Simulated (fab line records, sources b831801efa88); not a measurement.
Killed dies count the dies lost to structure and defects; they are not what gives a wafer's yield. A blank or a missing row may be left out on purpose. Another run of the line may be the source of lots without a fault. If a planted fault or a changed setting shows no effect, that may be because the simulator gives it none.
Code-filled problem report in 8D (eight disciplines) form / flow gf180mcu / the parts of the form that need people (team, actions taken, sign-off) are left out

== 1. THE PROBLEM ==
MVSD_OVL at GF_MVSD_OVL_MEAS_07 reads a mean of 198.8 nm on 6 wafers of 2 lots; wafers without a fault read 0.6 nm with a standard deviation of 1.1. That is +99 or more standard deviations from the usual mean.
First observed at day 8 17:37: wafer L616.1, on overlay-01. The record holds 42 wafers of 14 lots with a number at this step. Rule for "out", or "out of limits": more than 4 standard deviations from the usual mean. The other wafers with a number count as sound.

== 2. WHAT THIS IS AND IS NOT ==
question=which readings at this step | is=MVSD_OVL | is not=-
question=which lots | is=L616, L617 | is not=L598, L599, L600, L602, L603, L604, L605, L607, L608, L609, L611, L621
question=which wafers of those lots | is=all that have a number | is not=-
question=read on which gauges | is=overlay-01, overlay-02 | is not=-
question=when | is=from day 8 17:37 | is not=up to then (33 sound wafers); but 3 sound wafers of L621 came after

== 3. SUSPECTS, AND WHAT RULES EACH OUT ==
Counting: any tool at a process step up to the reading is kept as a suspect provided that every lot that is out went through it and no sound lot did after the first of them.
- the gauge at GF_MVSD_OVL_MEAS_07: ruled out. 2 gauges (overlay-01, overlay-02) read the wafers that are out.
- iline-stepper-02 at GF_MVSD_EXPOSE_04 (exposes mask MVSD, target cd 1000 nm): kept. It ran every lot that is out, first L616 (day 8 09:26), and no sound lot after that; its last sound lot up to then is L611 (day 7 06:14).
After counting, what remains is iline-stepper-02 at GF_MVSD_EXPOSE_04.

== 4. THE CAUSE (what the simulator had put in) ==
Scanner matching overlay: iline-stepper-02, from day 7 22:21 on, at GF_MVSD_EXPOSE_04. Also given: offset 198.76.
This tool alone remained once counting was done.

== 5. THE CHAIN OF EFFECTS, in route order ==
One row per reading whose mean, taken over the struck wafers that have a number, lies over 3 standard deviations from the usual. Scope: only readings with a usual standard deviation given in the record; hours: median across lots of the time from each lot's start at the first step in this table that gives one to its start at this step; sigmas: change in usual standard deviations.
hours=0; step=GF_MVSD_OVL_MEAS_07; reading=MVSD_OVL; usual=0.6 nm; on struck wafers=198.8; change=+198.2; sigmas=+99 or more
At these later measuring or inspecting steps, every struck wafer for which the step has a row has a number for every such reading, and none has moved that far: GF_DUAL_GATE_THK_MEAS_03.

== 6. WHAT WOULD HAVE CAUGHT IT SOONER ==
The first out-of-limits reading at a measuring or inspecting step in this record came at day 8 17:37, 19 hours after the fault's start at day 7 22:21.
Each of the lots that are out, 2 in all, had begun GF_MVSD_EXPOSE_04 on iline-stepper-02 no later than day 8 17:37. Tool hold at that time: it would have spared none of them.
